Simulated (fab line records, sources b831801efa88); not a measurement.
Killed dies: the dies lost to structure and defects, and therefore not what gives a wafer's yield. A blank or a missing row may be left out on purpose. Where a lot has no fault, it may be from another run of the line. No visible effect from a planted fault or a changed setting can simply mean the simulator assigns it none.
A lot that was struck, set against a sound lot | flow sky130 | 18 steps out of a route of 708
Sound: wafers L335.1, L335.2, L335.3. Wafers L343.1, L343.3, L343.6 were the ones struck. The cause is given at the end.
Each step with rows lists, per side, the tool, then ch with its chambers, then its first start. Under that, the readings that differ: sound wafers | struck wafers | difference of the means | sigmas: that difference in standard deviations of wafers without a fault.
alike: words and numbers the same on both sides, and readings whose means are apart by under 2 such deviations; not compared: readings that were withheld, readings missing a value for some wafer, numbers with overlapping values and no deviation given by the record, and bounds like >300 which may hide the same value.
A row with sigmas, a row that says differs or no value, or rows on one side alone: a step with any of these is where the two part. Non-overlapping numbers with no deviation appear without sigmas and do not part them. A reading that every wafer of one side lacks parts them only if that side has two wafers or more.

first, 3 steps without rows for these wafers: SKY_VT_ADJUST_NCORE_EXPOSE_04 (exposes mask LVTN COMPLEMENT THIN, target cd 380 nm); SKY_VT_ADJUST_NCORE_PEB_05; SKY_VT_ADJUST_NCORE_DEVELOP_06 (develop time 60 s).
SKY_VT_ADJUST_NCORE_CD_MEAS_07: target cd 380 nm.
  struck on cdSem-01, day 11 01:34; sound on cdSem-02, day 8 21:53
reading   | sound             | struck            | difference | sigmas
cdNm (nm) | 381.3 382.7 381.7 | 377.7 375.9 377.1 | -5.0       | -2
SKY_VT_ADJUST_NCORE_OVL_MEAS_08:
  struck on overlay-02, day 11 01:41; sound on overlay-01, day 8 22:01
  alike: VT_ADJUST_NCORE_OVL
following that, these wafers have no rows for 1 step: SKY_VT_ADJUST_NCORE_IMPLANT_09.
SKY_VT_ADJUST_NCORE_STRIP_10: strips in O2/N2.
  sound on plasmaAsher-04 ch 0,1, day 8 22:12; struck on plasmaAsher-04 ch 0,1, day 11 01:53
  alike: drypumpMotorCurrentA, oesProductAu, stripTimeToEndpointS
  not compared: rfHoursCounterH
SKY_VT_ADJUST_NCORE_TW_MEAS_11:
  struck on filmMetro-02, day 11 01:59; sound on filmMetro-02, day 8 22:18
  alike: VT_ADJUST_NCORE_TW
then, 4 steps without rows for these wafers: SKY_VT_ADJUST_HVTR_DEHYDRATE_00 (time 60 s); SKY_VT_ADJUST_HVTR_HMDS_01 (prime time 60 s); SKY_VT_ADJUST_HVTR_COAT_02 (resist thk 1140 nm); SKY_VT_ADJUST_HVTR_SOFTBAKE_03 (time 60 s).
SKY_VT_ADJUST_HVTR_EXPOSE_04: exposes mask HVTRM, target cd 380 nm.
  sound on ilineStepper-02 ch 0, day 9 08:55; struck on ilineStepper-01 ch 0, day 11 13:41
reading                              | sound                | struck            | difference | sigmas
model.VT_ADJUST_HVTR.overlayXNm (nm) | 0.5595 0.5595 0.5595 | 111.4 111.4 111.4 | +110.8     | 
  alike: mask
then, 2 steps without rows for these wafers: SKY_VT_ADJUST_HVTR_PEB_05; SKY_VT_ADJUST_HVTR_DEVELOP_06 (develop time 60 s).
SKY_VT_ADJUST_HVTR_CD_MEAS_07: target cd 380 nm.
  struck on cdSem-02, day 12 01:17; sound on cdSem-01, day 9 20:11
  alike: cdNm
SKY_VT_ADJUST_HVTR_OVL_MEAS_08:
  struck on overlay-02, day 12 01:37; sound on overlay-01, day 9 20:19
reading                 | sound        | struck            | difference | sigmas
VT_ADJUST_HVTR_OVL (nm) | 1.5 2.2 -0.8 | 108.9 109.4 111.2 | +108.9     | +78
  not compared: hold
following that, these wafers have no rows for 1 step: SKY_PAD_OPEN_PROBE_99.

== WHERE THEY PART ==
Earliest at SKY_VT_ADJUST_NCORE_CD_MEAS_07; latest, in this record, at SKY_VT_ADJUST_HVTR_OVL_MEAS_08.

WHY: whatever the simulator had introduced
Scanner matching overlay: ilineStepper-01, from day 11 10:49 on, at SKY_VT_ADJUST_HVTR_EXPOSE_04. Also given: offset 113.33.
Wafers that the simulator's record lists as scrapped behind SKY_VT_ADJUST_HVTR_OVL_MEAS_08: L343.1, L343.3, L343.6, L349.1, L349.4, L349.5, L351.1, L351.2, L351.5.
